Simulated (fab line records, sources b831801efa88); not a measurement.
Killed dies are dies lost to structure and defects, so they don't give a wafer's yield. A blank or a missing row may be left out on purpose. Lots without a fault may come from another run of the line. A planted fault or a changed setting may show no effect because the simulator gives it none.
Split-lot experiment | flow gf180mcu | 5 lots, 23 wafers read, on a route of 602 steps

THE SPLIT
At GF_TOP_METAL_SPUTTER_04 (material TiN, target thk 25 nm, time 20.8 s), the setting time_s was moved away from the recipe's 20.8 s on 7 of the 23 wafers read, by -5.5% to +12.2%. The other wafers ran this setting at the recipe's value.

The reading is taken at the split's own step.

THE READING
TiN_of_TOP_METAL_SPUTTER_04.thk_nm (the simulator's own value, which no gauge read), in nm, at GF_TOP_METAL_SPUTTER_04 (material TiN, target thk 25 nm, time 20.8 s). The file gives no usual value for it. The 16 wafers here that ran the recipe average 24.95 nm, standard deviation 0.35 nm.

wafer  | tool, chamber at the split | time_s as run, s | against the recipe | TiN_of_TOP_METAL_SPUTTER_04.thk_nm, nm | against lot-mates on the recipe
L074.3 | pvd_sputter-04, -          | 20.8             | recipe             | 25.11                                  | -
L074.4 | pvd_sputter-04, -          | 20.8             | recipe             | 24.85                                  | -
L074.5 | pvd_sputter-04, -          | 20.8             | recipe             | 24.79                                  | -
L079.1 | pvd_sputter-04, -          | 19.66            | -5.5%              | 23.63                                  | -1.36
L079.3 | pvd_sputter-04, -          | 20.8             | recipe             | 24.76                                  | -
L079.4 | pvd_sputter-04, -          | 20.8             | recipe             | 25.08                                  | -
L079.5 | pvd_sputter-04, -          | 19.66            | -5.5%              | 23.51                                  | -1.48
L079.6 | pvd_sputter-04, -          | 20.8             | recipe             | 25.14                                  | -
L080.1 | pvd_sputter-04, -          | 23.33            | +12.2%             | 28.56                                  | +2.88
L080.2 | pvd_sputter-04, -          | 20.8             | recipe             | 25.78                                  | -
L080.3 | pvd_sputter-04, -          | 23.33            | +12.2%             | 28.75                                  | +3.07
L080.5 | pvd_sputter-04, -          | 23.33            | +12.2%             | 28.7                                   | +3.02
L080.6 | pvd_sputter-04, -          | 20.8             | recipe             | 25.58                                  | -
L081.1 | pvd_sputter-02, -          | 20.8             | recipe             | 24.9                                   | -
L081.3 | pvd_sputter-02, -          | 20.8             | recipe             | 24.46                                  | -
L081.4 | pvd_sputter-02, -          | 20.8             | recipe             | 24.65                                  | -
L081.5 | pvd_sputter-02, -          | 20.8             | recipe             | 24.48                                  | -
L081.6 | pvd_sputter-02, -          | 20.8             | recipe             | 24.71                                  | -
L082.2 | pvd_sputter-02, -          | 20.8             | recipe             | 24.86                                  | -
L082.3 | pvd_sputter-02, -          | 20.8             | recipe             | 25.16                                  | -
L082.4 | pvd_sputter-02, -          | 22.33            | +7.4%              | 26.96                                  | +2.00
L082.5 | pvd_sputter-02, -          | 22.33            | +7.4%              | 26.6                                   | +1.64
L082.6 | pvd_sputter-02, -          | 20.8             | recipe             | 24.85                                  | -

THE FIT
A straight line over all 23 wafers: TiN_of_TOP_METAL_SPUTTER_04.thk_nm changes by +0.289 nm for each +1% of time_s; r = +0.97; the points scatter about the line by 0.34 nm.
The same after taking each lot's own level away (the mean of its wafers on the recipe; 23 wafers): +0.248 nm for each +1%; r = +0.99; scatter 0.15 nm.
On that fit, the largest move of time_s shifts the reading by 3 nm.
The lots' own levels span 24.640 to 25.680 nm, that is 3.0 times the standard deviation above.
So the lot-to-lot level changes the slope: the two fits differ.
Check: with one of the wafers moved furthest among these (+12.2%) left out of the fit, the line predicts +3.05 nm for it against its lot-mates. It came out at +2.88 nm against them.

OTHER SPLITS ON THESE WAFERS
These wafers also went through other splits before the reading. Each is held against what the fit with the lots' levels taken away leaves over:
other split on the same wafers        | wafers away from the commonest value | r with TiN_of_TOP_METAL_SPUTTER_04.thk_nm (lot level and that fit taken away)
GF_MIM_SPUTTER_08 chamber_pressure_pa | 18                                   | -0.02
GF_MIM_METAL_ETCH_19 time_s           | 6                                    | -0.25
GF_M5_ETCH_09 source_w                | 10                                   | +0.25
GF_V5_CMP_04 leave_above_ref_nm       | 5                                    | +0.02
GF_V5_SPUTTER_21 power_w              | 8                                    | +0.18

THE FILE'S OWN FIT
TiN_of_TOP_METAL_SPUTTER_04.thk_nm changes by +0.248 nm for each +1% of time_s, r = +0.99.
